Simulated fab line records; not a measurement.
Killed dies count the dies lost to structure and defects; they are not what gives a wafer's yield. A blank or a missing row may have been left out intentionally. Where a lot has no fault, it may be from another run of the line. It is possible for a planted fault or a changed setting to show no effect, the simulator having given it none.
Which of the tools did it?    flow sky130    13 lots, 39 wafers sampled, at 1 step of a route of 708

## WHAT EACH GAUGE READ, for each wafer
SKY_NWELL_RS_MEAS_31: uses a four-point probe to measure. Usual: PWDE_RS gives 5277 ohm/sq (standard deviation 17).
lot   measured      on             PWDE_RS (ohm/sq)  flag
L118  day 5 13:44   film_metro-02  5287 5287 5280    
L119  day 5 15:51   film_metro-02  5264 5290 5289    
L120  day 5 20:03   film_metro-01  5290 5262 5269    
L122  day 6 09:40   film_metro-01  5291 5292 5302    
L126  day 7 09:11   film_metro-01  5290 5273 5305    
L128  day 7 23:02   film_metro-02  5313 5298 5276    
L129  day 8 03:29   film_metro-02  5265 5278 5294    
L133  day 9 02:43   film_metro-02  5280 5276 5293    
L136  day 10 00:47  film_metro-01  5287 5295 5272    
L137  day 10 08:13  film_metro-04  5269 5269 5261    
L138  day 10 13:22  film_metro-01  5269 5275 5273    
L140  day 10 21:46  film_metro-01  5289 5301 5291    
L141  day 12 03:40  film_metro-01  5277 5291 5272    

## TOOL THAT RAN EACH LOT (tool first, then ch and the chambers of the sampled wafers, then the start)
No process step before these readings appears in the record.

## AS READ BY THE TOOLS THEMSELVES (means over the sampled wafers that have a number; for cases with no such wafer, the mark the record gives instead)
The record holds no such reading with a usual standard deviation.

## THE ANSWER, worked out from the rows above alone
Rule: take the mean of a lot's wafers that have a number; if it is more than 3 standard deviations from the usual mean, the lot is off. Also off: a lot with no number at a reading for which 4 or more lots have one. All remaining lots with rows at the step are treated as sound. After the gauges, taken in route order, come the tools' own readings; for these a lot's mean is taken, as printed above. The first step at which some lot is off is used, and at that step the reading that is off furthest; a lot without a number counts as furthest.
No lot is off on any of the readings shown, so nothing can be concluded from this.

## WHAT THE SIMULATOR HAD PUT IN
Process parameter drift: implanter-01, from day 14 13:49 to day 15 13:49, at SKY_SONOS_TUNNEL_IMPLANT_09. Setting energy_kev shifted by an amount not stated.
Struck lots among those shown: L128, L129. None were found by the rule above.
